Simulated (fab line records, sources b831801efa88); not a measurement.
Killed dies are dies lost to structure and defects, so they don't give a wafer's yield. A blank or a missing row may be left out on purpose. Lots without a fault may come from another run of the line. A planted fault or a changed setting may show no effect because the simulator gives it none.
fab line records | flow sky130
record lots=5 wafers=15 last_day=50
route steps=708 shown VIA1@473 METAL2@483 PAD_OPEN@708
lots that met no fault: from a run of the same line without faults
start_h: hours from the record's first day to the start of the lot's first wafer shown | wait_h: hours since the lot's step before | " the same as in the row above | L1.1+2: a row that stands for several wafers | - no value, or no start given | * or withheld: withheld | < > ~ a bound
route shown NAME@n: a module of which the file shows steps, and the number in the route of the first | usual: mean/standard deviation of fault-free wafers | same: alike in all rows | chamber/n: place in a boat | sites: the reading at each site | _std_site: their standard deviation | _edge_site: outer sites' mean less inner sites' | radius_mm: how far each site lies from the wafer's centre | mask NAME#n: copy n | behind: the tool/chamber that last shaped the wafer | hold: why the lot was held/for how many hours/how that ended | device: the transistor (n, p or np) that didn't switch | end of line: the same wafers' tests at the end of the route | a step without rows: its recipe alone | killed: dies lost to structure and defects at the first sort, not the wafer's yield | map: a wafer's dies, x killed, . not, _ none there
set.NAME: the setting as run; set.NAME@STEP: as run at that earlier step | model.NAME: the simulator's own value behind a step, which no gauge read
lots at some steps of the route; a table a step, a row a wafer
services: from which hour (start_h, from the record's first day; less than 0 if before it) a tool's chamber was out of use, for how many hours, and why
## steps
# step SKY_VIA1_ETCH_15
# recipe target=SiO2 chemistry=C4F8/O2/Ar target_depth_nm=351 stop_on=TiN mask_material=KrF-thick source_w=1500 bias_w=1200 pressure_mtorr=40 c4f8_flow_sccm=withheld O2_flow_sccm=6 Ar_flow_sccm=300 time_s=54
# step SKY_VIA1_STRIP_16
# recipe chemistry=O2/N2 power_w=1400 pressure_mtorr=1500 platen_temp_c=withheld o2_flow_sccm=3000 n2_flow_sccm=300 overash_fraction=0.5
# step SKY_VIA1_STRIP_17
# recipe chemistry=post_etch_residue_remover time_s=1200 temp_c=72.5
# step SKY_VIA1_CLEAN_18
# recipe chemistry=IPA time_s=180 temp_c=25
# step SKY_VIA1_CLEAN_19
# recipe chemistry=O3/DIW dry=n2_spin
# step SKY_VIA1_SPUTTER_20
# recipe material=TiN target_thk_nm=20 chamber_pressure_pa=5 power_w=4000 time_s=80
# step SKY_VIA1_CVD_21
# recipe material=W target_thk_nm=270 time_s=80.902 temp_c=400 pressure_torr=40
# usual heater_power_w=827/96
# columns lot.wafer tool chamber start_h wait_h heater_power_w
L869.3 cvd_w-02 1 817.51 0.1 722
L869.4 " 0 " " 996
L869.5 " 0 " " 946
L876.3 cvd_w-01 1 868.85 0.1 909
L876.4 " 0 " " 791
L876.5 " 0 " " 781
L880.4 cvd_w-01 1 908.95 0.1 911
L880.5 " 1 " " 880
L880.6 " 0 " " 773
L886.1 cvd_w-01 0 940.38 0.0 771
L886.2 " 0 " " 775
L886.6 " 0 " " 783
L889.3 cvd_w-01 1 963.17 0.1 905
L889.4 " 0 " " 787
L889.6 " 1 " " 889
# step SKY_VIA1_RS_MEAS_22
# recipe thk_meas_gauge=four-point-probe reads=W_of_VIA1_CVD_21+TiN_of_VIA1_SPUTTER_20
# usual VIA1_W_RS=0.426/0.0041
# columns lot.wafer tool chamber start_h wait_h VIA1_W_RS[ohm/sq]
L869.3 film_metro-01 - 817.61 0.1 0.425
L869.4 " - " " 0.428
L869.5 " - " " 0.431
L876.3 film_metro-01 - 868.95 0.1 0.426
L876.4 " - " " 0.427
L876.5 " - " " 0.424
L880.4 film_metro-02 - 909.07 0.1 0.428
L880.5 " - " " 0.430
L880.6 " - " " 0.429
L886.1 film_metro-03 - 940.56 0.2 0.424
L886.2 " - " " 0.428
L886.6 " - " " 0.432
L889.3 film_metro-02 - 963.27 0.1 0.424
L889.4 " - " " 0.422
L889.6 " - " " 0.424
# step SKY_VIA1_THK_MEAS_23
# recipe thk_meas_gauge=xrf reads=W_of_VIA1_CVD_21
# usual VIA1_W_THK=266/3.3
# columns lot.wafer tool chamber start_h wait_h VIA1_W_THK[nm]
L869.3 film_metro-01 - 817.71 0.1 269
L869.4 " - " " 267
L869.5 " - " " 266
L876.3 film_metro-01 - 869.05 0.1 269
L876.4 " - " " 269
L876.5 " - " " 270
L880.4 film_metro-02 - 909.16 0.1 262
L880.5 " - " " 261
L880.6 " - " " 263
L886.1 film_metro-03 - 940.68 0.1 268
L886.2 " - " " 264
L886.6 " - " " 263
L889.3 film_metro-02 - 963.37 0.1 263
L889.4 " - " " 266
L889.6 " - " " 264
# step SKY_VIA1_CMP_24
# recipe stop_on=SiO2 t_overpolish_s=15 down_force_psi=3.5 platen_rpm=60 target_thk_nm=0 pad_velocity_m_s=0.94248
# step SKY_METAL2_SPUTTER_00
# recipe material=Ti target_thk_nm=15 power_w=3000 time_s=10 chamber_pressure_pa=0.4
# usual chamber_pressure_pa=0.3999/0.00079 throttle_valve_pct=29.8/1
# columns lot.wafer tool chamber start_h wait_h chamber_pressure_pa throttle_valve_pct
L869.3 pvd_sputter-04 - 818.05 0.1 0.3987 31.6
L869.4 " - " " 0.4000 31.2
L869.5 " - " " 0.3999 29.8
L876.3 pvd_sputter-02 - 869.39 0.2 0.3999 28.4
L876.4 " - " " 0.3979 29.6
L876.5 " - " " 0.4003 27.9
L880.4 pvd_sputter-02 - 909.50 0.2 0.3992 30.6
L880.5 " - " " 0.4015 29.6
L880.6 " - " " 0.4006 28.4
L886.1 pvd_sputter-04 - 942.29 0.1 0.3999 29.7
L886.2 " - " " 0.4008 31.4
L886.6 " - " " 0.4012 31.2
L889.3 pvd_sputter-01 - 963.71 0.1 0.4009 31.0
L889.4 " - " " 0.4000 30.7
L889.6 " - " " 0.3992 30.5
# step SKY_METAL2_SPUTTER_01
# recipe material=TiN target_thk_nm=20 power_w=6500 time_s=16.7 chamber_pressure_pa=0.4
# usual chamber_pressure_pa=0.3999/0.00078 throttle_valve_pct=29.8/1
# columns lot.wafer tool chamber start_h wait_h chamber_pressure_pa throttle_valve_pct
L869.3 pvd_sputter-04 - 818.07 0.0 0.4010 31.5
L869.4 " - " " 0.3983 30.9
L869.5 " - " " 0.3999 29.8
L876.3 pvd_sputter-02 - 869.41 0.0 0.3998 28.4
L876.4 " - " " 0.3992 29.2
L876.5 " - " " 0.4003 28.0
L880.4 pvd_sputter-02 - 909.52 0.0 0.4002 30.6
L880.5 " - " " 0.3998 29.0
L880.6 " - " " 0.4001 28.1
L886.1 pvd_sputter-04 - 942.31 0.0 0.4005 29.8
L886.2 " - " " 0.4002 31.2
L886.6 " - " " 0.4002 31.3
L889.3 pvd_sputter-01 - 963.74 0.0 0.3995 31.0
L889.4 " - " " 0.3996 30.8
L889.6 " - " " 0.3986 30.6
# step SKY_METAL2_SPUTTER_02
# recipe material=AlCu target_thk_nm=250 power_w=10600 time_s=13.3 chamber_pressure_pa=0.4
# usual chamber_pressure_pa=0.4000/0.00072 throttle_valve_pct=29.8/1
# columns lot.wafer tool chamber start_h wait_h chamber_pressure_pa throttle_valve_pct model.AlCu_of_METAL2_SPUTTER_02.thk_nm
L869.3 pvd_sputter-04 - 818.10 0.0 0.4002 31.6 248.8
L869.4 " - " " 0.4009 31.1 249.2
L869.5 " - " " 0.4002 29.9 247.4
L876.3 pvd_sputter-02 - 869.44 0.0 0.4002 28.2 252
L876.4 " - " " 0.4003 29.0 250.9
L876.5 " - " " 0.3999 28.4 252.9
L880.4 pvd_sputter-02 - 909.55 0.0 0.3999 30.6 250.2
L880.5 " - " " 0.4007 29.0 250.3
L880.6 " - " " 0.2939 33.3 266.6
L886.1 pvd_sputter-04 - 942.34 0.0 0.3998 30.0 248
L886.2 " - " " 0.4002 31.4 251.5
L886.6 " - " " 0.3987 31.3 251.2
L889.3 pvd_sputter-01 - 963.77 0.0 0.3998 30.8 249.7
L889.4 " - " " 0.3993 31.0 250.7
L889.6 " - " " 0.4003 30.5 248.6
# step SKY_METAL2_SPUTTER_03
# recipe material=Ti target_thk_nm=5 power_w=3000 time_s=3.3 chamber_pressure_pa=0.4
# usual chamber_pressure_pa=0.3999/0.00074 throttle_valve_pct=29.8/1
# columns lot.wafer tool chamber start_h wait_h chamber_pressure_pa throttle_valve_pct
L869.3 pvd_sputter-04 - 818.12 0.0 0.4002 31.4
L869.4 " - " " 0.3989 31.0
L869.5 " - " " 0.4005 29.6
L876.3 pvd_sputter-02 - 869.46 0.0 0.3998 28.6
L876.4 " - " " 0.3994 29.5
L876.5 " - " " 0.3989 28.5
L880.4 pvd_sputter-02 - 909.57 0.0 0.3995 30.7
L880.5 " - " " 0.4004 28.9
L880.6 " - " " 0.4001 28.5
L886.1 pvd_sputter-04 - 942.36 0.0 0.3986 29.7
L886.2 " - " " 0.4009 31.5
L886.6 " - " " 0.4003 31.2
L889.3 pvd_sputter-01 - 963.79 0.0 0.3993 30.9
L889.4 " - " " 0.3996 30.8
L889.6 " - " " 0.3992 30.8
# step SKY_METAL2_SPUTTER_04
# recipe material=TiN target_thk_nm=70 power_w=6500 time_s=58.3 chamber_pressure_pa=0.4
# usual chamber_pressure_pa=0.4001/0.00074 throttle_valve_pct=29.8/1
# columns lot.wafer tool chamber start_h wait_h chamber_pressure_pa throttle_valve_pct
L869.3 pvd_sputter-04 - 818.14 0.0 0.4005 31.5
L869.4 " - " " 0.3996 31.0
L869.5 " - " " 0.4006 29.8
L876.3 pvd_sputter-02 - 869.48 0.0 0.3993 28.4
L876.4 " - " " 0.3978 29.1
L876.5 " - " " 0.3990 28.1
L880.4 pvd_sputter-02 - 909.60 0.0 0.3997 30.9
L880.5 " - " " 0.4002 29.3
L880.6 " - " " 0.4000 28.3
L886.1 pvd_sputter-04 - 942.38 0.0 0.4000 29.8
L886.2 " - " " 0.4004 31.2
L886.6 " - " " 0.3993 31.6
L889.3 pvd_sputter-01 - 963.81 0.0 0.3997 31.2
L889.4 " - " " 0.4005 30.8
L889.6 " - " " 0.4005 30.3
# step SKY_METAL2_RS_MEAS_05
# recipe thk_meas_gauge=four-point-probe reads=TiN_of_METAL2_SPUTTER_04+Ti_of_METAL2_SPUTTER_03+AlCu_of_METAL2_SPUTTER_02+TiN_of_METAL2_SPUTTER_01+Ti_of_METAL2_SPUTTER_00
# usual METAL2_ALCU_RS=0.1268/0.001
# columns lot.wafer tool chamber start_h wait_h METAL2_ALCU_RS[ohm/sq]
L869.3 film_metro-01 - 818.23 0.1 0.1275
L869.4 " - " " 0.1277
L869.5 " - " " 0.1282
L876.3 film_metro-01 - 869.57 0.1 0.1259
L876.4 " - " " 0.1262
L876.5 " - " " 0.1253
L880.4 film_metro-04 - 909.69 0.1 0.1266
L880.5 " - " " 0.1266
L880.6 " - " " 0.1164
L886.1 film_metro-03 - 942.43 0.0 0.1281
L886.2 " - " " 0.1262
L886.6 " - " " 0.1265
L889.3 film_metro-04 - 963.90 0.1 0.1268
L889.4 " - " " 0.1261
L889.6 " - " " 0.1272
# step SKY_METAL2_THK_MEAS_06
# recipe thk_meas_gauge=xrf reads=AlCu_of_METAL2_SPUTTER_02
# usual METAL2_ALCU_THK=251.4/2.3
# columns lot.wafer tool chamber start_h wait_h METAL2_ALCU_THK[nm]
L869.3 film_metro-01 - 818.33 0.1 250.7
L869.4 " - " " 249.4
L869.5 " - " " 248.8
L876.3 film_metro-01 - 869.67 0.1 255.2
L876.4 " - " " 253.1
L876.5 " - " " 253.7
L880.4 film_metro-04 - 909.78 0.1 250.8
L880.5 " - " " 252.6
L880.6 " - " " 267.6
L889.3 film_metro-04 - 964.00 0.1 251.7
L889.4 " - " " 252.3
L889.6 " - " " 250.2
L886.1 film_metro-03 - 972.61 30.2 248.0
L886.2 " - " " 252.2
L886.6 " - " " 251.9
# step SKY_METAL2_DEHYDRATE_07
# recipe temp_c=200 time_s=60
# step SKY_PAD_OPEN_PROBE_99
# usual defect_limited_yield=82.5/2 killed_at_M0_to_M3=44/6.9 killed_at_M4_up=3.1/1.7 killed_at_contacts=25/5.6 killed_at_front_end=14/4.3 killed_at_other=0.3/0.51 killed_dies=86/9.8 killed_open=47/6.5 killed_short=39/6.6 sort_bin_3_pad_short=0.8/0.46 sort_bin_5_function=10.3/1.5 sort_bin_6_memory=6.4/1 sort_n_pass=406/9.8 sort_yield_pct=82.5/2
# same gross_dies=492 killed_at_back_side=0 sort_bin_4_leakage[%]=0 sort_bin_8_speed[%]=0
# columns lot.wafer tool chamber start_h wait_h defect_limited_yield[%] killed_at_M0_to_M3 killed_at_M4_up killed_at_contacts killed_at_front_end killed_at_other killed_dies killed_open killed_short sort_bin_3_pad_short[%] sort_bin_5_function[%] sort_bin_6_memory[%] sort_n_pass sort_yield_pct[%] model.etest.met2.line_ohm_um model.etest.met2.rs_ohm_sq
L869.3 prober-01 - 1102.97 0.2 79.1 44 9 32 18 0 103 56 47 1.4 12.2 7.3 389 79.1 0.9206 0.13
L869.4 prober-01 - 1103.02 0.2 81.3 51 3 27 11 0 92 46 46 0.6 11.0 7.1 400 81.3 0.9085 0.1278
L869.5 prober-01 - 1103.07 0.2 81.7 41 2 33 14 0 90 46 44 1.0 10.0 7.3 402 81.7 0.9254 0.1306
L876.3 prober-02 - 1140.82 0.2 81.5 48 4 21 18 0 91 52 39 1.0 11.6 5.9 401 81.5 0.8876 0.1265
L876.4 prober-02 - 1140.87 0.2 83.1 41 3 24 15 0 83 43 40 1.2 8.3 7.3 409 83.1 0.9258 0.1271
L876.5 prober-02 - 1140.92 0.2 84.8 42 5 17 11 0 75 37 38 0.8 8.7 5.7 417 84.8 0.9192 0.1265
L880.4 prober-01 - 1167.19 0.2 81.3 44 4 26 18 0 92 54 38 0.2 11.8 6.7 400 81.3 0.9245 0.1291
L880.5 prober-01 - 1167.24 0.2 82.5 36 3 32 15 0 86 44 42 1.2 9.6 6.7 406 82.5 0.9322 0.1294
L880.6 prober-01 - 1167.29 0.2 80.1 51 4 29 14 0 98 52 46 0.4 12.0 7.5 394 80.1 0.8656 0.1196
L889.3 prober-01 - 1205.95 0.2 82.9 41 4 26 13 0 84 45 39 1.0 10.2 5.9 408 82.9 0.9387 0.1282
L889.4 prober-01 - 1206.00 0.2 83.3 39 4 20 19 0 82 43 39 1.2 8.5 6.9 410 83.3 0.9334 0.1287
L889.6 prober-01 - 1206.10 0.2 83.5 38 2 22 19 0 81 36 45 0.4 9.6 6.5 411 83.5 0.9326 0.1285
L886.1 prober-02 - 1211.50 0.1 84.3 31 5 31 10 0 77 48 29 0.6 9.8 5.3 415 84.3 0.8958 0.1293
L886.2 prober-02 - 1211.55 0.1 83.3 47 4 22 9 0 82 48 34 0.8 9.3 6.5 410 83.3 0.9037 0.1276
L886.6 prober-02 - 1211.75 0.2 86.2 30 5 22 9 2 68 32 36 0 8.3 5.5 424 86.2 0.8944 0.1272
# killed by level:class
L869.3 CONTACT:geometric_particle:open=12 VIA1:geometric_particle:open=12 VIA3:geometric_particle:open=10 FIELD_ISO:geometric_particle:short=7 LI_CONTACT:geometric_particle:open=7 CONTACT:geometric_particle:short=7 POLY_GATE:geometric_particle:short=6 METAL4:geometric_particle:short=6
L869.4 CONTACT:geometric_particle:open=11 VIA1:geometric_particle:open=10 VIA2:geometric_particle:open=8 METAL2:geometric_particle:short=7 FIELD_ISO:geometric_particle:short=6 VIA2:geometric_particle:short=5 VIA3:geometric_particle:open=5 LI_CONTACT:geometric_particle:short=4
L869.5 CONTACT:geometric_particle:open=15 METAL1:geometric_particle:short=9 VIA1:geometric_particle:open=8 CONTACT:geometric_particle:short=6 VIA1:geometric_particle:short=6 FIELD_ISO:geometric_particle:open=5 LOCAL_INTERCONNECT:geometric_particle:short=5 VIA2:geometric_particle:open=5
L876.3 VIA1:geometric_particle:open=11 VIA2:geometric_particle:open=11 LI_CONTACT:geometric_particle:open=10 VIA3:geometric_particle:open=7 POLY_GATE:geometric_particle:open=6 VIA1:geometric_particle:short=5 FIELD_ISO:geometric_particle:short=4 METAL4:geometric_particle:short=4
L876.4 VIA1:geometric_particle:open=11 CONTACT:geometric_particle:open=10 FIELD_ISO:geometric_particle:short=6 LI_CONTACT:geometric_particle:open=6 VIA3:geometric_particle:open=6 METAL2:geometric_particle:short=5 VIA1:geometric_particle:short=4 CONTACT:geometric_particle:short=4
L876.5 VIA1:geometric_particle:open=11 CONTACT:geometric_particle:open=6 FIELD_ISO:geometric_particle:short=5 VIA2:geometric_particle:open=5 METAL3:geometric_particle:short=5 METAL4:geometric_particle:short=4 VIA1:geometric_particle:short=4 POLY_GATE:geometric_particle:open=3
L880.4 CONTACT:geometric_particle:open=13 VIA1:geometric_particle:open=12 FIELD_ISO:geometric_particle:open=9 METAL1:geometric_particle:short=8 CONTACT:geometric_particle:short=6 VIA1:geometric_particle:short=5 LI_CONTACT:geometric_particle:open=4 VIA2:geometric_particle:open=4
L880.5 CONTACT:geometric_particle:open=13 CONTACT:geometric_particle:short=11 FIELD_ISO:geometric_particle:open=6 VIA2:geometric_particle:short=6 METAL1:geometric_particle:short=5 LI_CONTACT:geometric_particle:open=5 VIA3:geometric_particle:open=4 FIELD_ISO:geometric_particle:short=3
L880.6 VIA1:geometric_particle:open=12 VIA2:geometric_particle:open=9 CONTACT:geometric_particle:open=8 VIA1:geometric_particle:short=8 LI_CONTACT:geometric_particle:open=6 METAL1:geometric_particle:short=6 LOCAL_INTERCONNECT:geometric_particle:short=5 CONTACT:geometric_particle:short=5
L889.3 VIA2:geometric_particle:open=10 LI_CONTACT:geometric_particle:open=7 CONTACT:geometric_particle:short=7 VIA3:geometric_particle:open=7 VIA1:geometric_particle:open=6 LOCAL_INTERCONNECT:geometric_particle:short=6 CONTACT:geometric_particle:open=6 POLY_GATE:geometric_particle:short=5
L889.4 VIA1:geometric_particle:open=9 CONTACT:geometric_particle:open=8 LI_CONTACT:geometric_particle:open=6 POLY_GATE:geometric_particle:short=5 METAL2:geometric_particle:short=5 LOCAL_INTERCONNECT:geometric_particle:short=4 METAL1:geometric_particle:short=4 VIA1:geometric_particle:short=4
L889.6 METAL1:geometric_particle:short=9 VIA2:geometric_particle:open=8 POLY_GATE:geometric_particle:short=7 LI_CONTACT:geometric_particle:open=7 VIA1:geometric_particle:open=7 LOCAL_INTERCONNECT:geometric_particle:short=6 FIELD_ISO:geometric_particle:short=5 METAL3:geometric_particle:short=5
L886.1 CONTACT:geometric_particle:open=13 LI_CONTACT:geometric_particle:open=8 VIA1:geometric_particle:open=8 VIA3:geometric_particle:open=7 METAL4:geometric_particle:short=5 LOCAL_INTERCONNECT:geometric_particle:short=4 FIELD_ISO:geometric_particle:short=3 FIELD_ISO:geometric_particle:open=3
L886.2 VIA2:geometric_particle:open=12 CONTACT:geometric_particle:open=12 VIA3:geometric_particle:open=6 POLY_GATE:geometric_particle:open=4 LOCAL_INTERCONNECT:geometric_particle:short=4 VIA1:geometric_particle:short=4 VIA1:geometric_particle:open=4 METAL2:geometric_particle:short=4
L886.6 LI_CONTACT:geometric_particle:open=8 FIELD_ISO:geometric_particle:short=6 METAL1:geometric_particle:short=6 CONTACT:geometric_particle:open=5 CONTACT:geometric_particle:short=4 VIA1:geometric_particle:open=4 VIA3:geometric_particle:open=4 METAL4:geometric_particle:short=4
## services
# columns tool chamber start_h hours kind
pvd_sputter-02 - 794.34 4.1 repair
pvd_sputter-04 1 796.35 - consumable_replace:kit
pvd_sputter-04 1 796.35 18.0 scheduled_down
pvd_sputter-04 1 796.35 18.0 vent_cycle
pvd_sputter-04 - 799.87 8.3 repair
pvd_sputter-02 - 802.95 3.7 repair
cvd_w-02 0 815.95 1.4 repair
cvd_w-02 - 847.14 2.8 pm
cvd_w-02 - 881.41 0.8 repair
pvd_sputter-02 0 893.82 - consumable_replace:kit
pvd_sputter-02 0 893.82 18.0 scheduled_down
pvd_sputter-02 0 893.82 18.0 vent_cycle
cvd_w-02 0 898.51 8.1 repair
pvd_sputter-02 - 902.46 4.6 repair
cvd_w-02 - 904.00 14.0 pm
pvd_sputter-01 - 906.44 0.7 repair
cvd_w-01 1 914.92 19.2 repair
pvd_sputter-01 0 932.38 - consumable_replace:kit
cvd_w-01 1 939.71 7.8 repair
pvd_sputter-02 - 940.23 1.1 repair
pvd_sputter-04 0 951.04 - consumable_replace:kit
pvd_sputter-04 0 951.04 18.0 scheduled_down
pvd_sputter-04 0 951.04 18.0 vent_cycle
pvd_sputter-04 - 955.88 0.6 repair
## key
first_sign step=SKY_METAL2_SPUTTER_02 reading=chamber_pressure_pa direction=down sigmas=99+ usual=0.4000 struck=0.2939
effect step=SKY_METAL2_SPUTTER_02 reading=throttle_valve_pct direction=up sigmas=3.4 usual=29.8 struck=33.3
effect step=SKY_METAL2_RS_MEAS_05 reading=METAL2_ALCU_RS direction=down sigmas=10 usual=0.1268 struck=0.1164
effect step=SKY_METAL2_THK_MEAS_06 reading=METAL2_ALCU_THK direction=up sigmas=7 usual=251.4 struck=267.6
model_effect step=SKY_METAL2_SPUTTER_02 value=AlCu_of_METAL2_SPUTTER_02.thk_nm without=252.1 struck=266.6
model_effect step=SKY_PAD_OPEN_PROBE_99 value=etest.met2.line_ohm_um without=0.9167 struck=0.8656
met_at SKY_METAL2_SPUTTER_02
struck_wafers L880.6
onset_between 869.44 909.55
fault kind=process_parameter_drift tool=pvd_sputter-02 chamber=- onset_h=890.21 steps=SKY_METAL2_SPUTTER_02 channel=chamber_pressure_pa offset=-0.10604 shape=step end_h=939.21 acts_in=these_recipes_only stated=0.4 scope=struck_wafers_only
